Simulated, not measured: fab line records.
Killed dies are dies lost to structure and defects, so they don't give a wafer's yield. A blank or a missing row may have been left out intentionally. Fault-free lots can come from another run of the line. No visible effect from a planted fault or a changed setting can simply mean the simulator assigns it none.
Chamber matching	flow sky130	SKY_VIA2_ETCH_14 on rie diel-03 has 4 sister chambers
The step etches BARC in N2/H2, stops on SiO2, time 45.9 s, target depth 60 nm. 22 wafers are shown with their chamber, then 11 later ones without.

EACH WAFER AND ITS CHAMBER
wafer	chamber	drypump motor current A (A)	h2 flow sccm (sccm)	chamber pressure mTorr (mTorr)
L076.1	0	6.3	200.2	30.028
L076.4	0	6.3	199.8	29.995
L076.5	3	6.0	200.4	30.012
L077.2	0	6.3	199.7	29.990
L077.4	3	6.0	199.3	30.023
L077.5	1	5.5	200.3	29.981
L082.1	0	6.3	199.5	30.026
L082.2	1	5.5	199.3	30.034
L082.4	2	6.2	200.1	29.992
L086.1	0	6.4	200.3	29.981
L086.3	1	5.5	199.5	29.967
L086.5	2	6.2	200.7	29.986
L087.1	1	5.5	200.5	29.980
L087.3	0	6.4	199.8	30.025
L087.6	0	6.4	199.8	30.037
L088.2	1	5.5	199.3	29.952
L088.3	2	6.2	200.7	29.997
L088.4	3	6.0	200.3	30.032
L089.2	0	6.3	200.1	30.006
L089.5	0	6.4	200.5	30.024
L089.6	3	6.0	200.4	29.955
L093.4	3	6.0	199.7	29.982

SIGNATURES, as means of the wafers listed above
reading	chamber 0	chamber 1	chamber 2	chamber 3	scatter within a chamber
drypump motor current A	6.344	5.500	6.200	6.000	0.0351
h2 flow sccm	199.967	199.780	200.500	200.020	0.434
chamber pressure mTorr	30.01244	29.98280	29.99167	30.00080	0.0248
Rule: a wafer's distance from a chamber is the root of the sum, over the readings, of the square of ((its reading less the chamber's mean) divided by the reading's scatter). If the next closest chamber is less than 2 further off than the closest, the wafer can't be placed; otherwise it belongs to the closest. The scatter: take each reading less its chamber's mean, square it, sum over the shown wafers, divide by the number of wafers less the number of chambers, and take the root.

WAFERS WITH NO CHAMBER GIVEN
wafer	drypump motor current A (A)	h2 flow sccm (sccm)	chamber pressure mTorr (mTorr)
L093.5	5.5	200.5	29.984
L093.6	6.3	201.0	30.049
L092.2	5.5	199.9	29.998
L092.4	6.0	200.0	29.988
L092.5	6.3	200.1	29.954
L096.2	6.3	199.7	30.019
L096.3	5.5	200.5	30.017
L096.6	6.3	200.4	30.003
L097.4	6.3	200.3	30.056
L097.5	5.5	200.0	30.053
L097.6	6.2	199.9	29.991

EACH ONE'S CHAMBER
wafer	from the rows above	in truth
L093.5	1	1
L093.6	can't be placed: 0 or 2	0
L092.2	1	1
L092.4	3	3
L092.5	can't be placed: 0 or 2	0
L096.2	0	0
L096.3	1	1
L096.6	can't be placed: 0 or 2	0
L097.4	can't be placed: 0 or 2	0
L097.5	1	1
L097.6	2	2
Correct placement for 7 of the 11. Cannot be placed on the basis of these rows: 4; the candidates contain the true chamber in 4. 0 placed wrongly.
